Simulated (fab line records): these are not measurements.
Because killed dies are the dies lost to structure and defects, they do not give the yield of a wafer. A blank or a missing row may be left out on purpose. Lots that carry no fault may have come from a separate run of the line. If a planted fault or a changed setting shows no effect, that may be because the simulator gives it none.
Chamber matching + flow sky130 + SKY_PASSIVATION_CVD_00 on pecvd-03: 3 sister chambers
The step deposits SiO2, target thk 90 nm. 6 wafers are shown with their chamber, then 10 later ones without.

== EACH WAFER AND ITS CHAMBER ==
| wafer  | chamber | heater_power_w (W) |
|--------|---------|--------------------|
| L081.6 | 2       | 611                |
| L083.1 | 0       | 683                |
| L083.4 | 1       | 558                |
| L083.6 | 2       | 497                |
| L084.4 | 1       | 613                |
| L084.5 | 0       | 689                |

== WAFERS MISSING THEIR CHAMBER ==
| wafer  | heater_power_w (W) |
|--------|--------------------|
| L084.6 | 588                |
| L089.1 | 686                |
| L089.4 | 557                |
| L089.5 | 632                |
| L093.1 | 524                |
| L093.2 | 661                |
| L093.6 | 680                |
| L092.3 | 512                |
| L092.4 | 638                |
| L092.5 | 634                |

== EACH ONE'S CHAMBER ==
| wafer  | from the rows above          | in truth |
|--------|------------------------------|----------|
| L084.6 | can't be placed: 1 or 2 or 0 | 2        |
| L089.1 | can't be placed: 0 or 1      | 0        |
| L089.4 | can't be placed: 2 or 1      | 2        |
| L089.5 | can't be placed: 1 or 0 or 2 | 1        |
| L093.1 | can't be placed: 2 or 1      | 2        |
| L093.2 | can't be placed: 0 or 1 or 2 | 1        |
| L093.6 | can't be placed: 0 or 1      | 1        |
| L092.3 | can't be placed: 2 or 1      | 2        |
| L092.4 | can't be placed: 0 or 1 or 2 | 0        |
| L092.5 | can't be placed: 1 or 0 or 2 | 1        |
Correct placement for 0 of the 10. Cannot be placed on the basis of these rows: 10; the candidates contain the true chamber in 10. Number placed wrongly: 0.
How it was worked out, from the rows above alone: a wafer's distance from a chamber is the root of the sum, over the readings, of the square of ((its reading less the chamber's mean) divided by the reading's scatter). If the next closest chamber is less than 2 further off than the closest, the wafer can't be placed; otherwise it belongs to the closest. A chamber's mean is the mean of its shown wafers. The scatter is the square root of a quotient: the sum, over the shown wafers, of each reading's squared deviation from its chamber's mean, divided by wafers minus chambers.
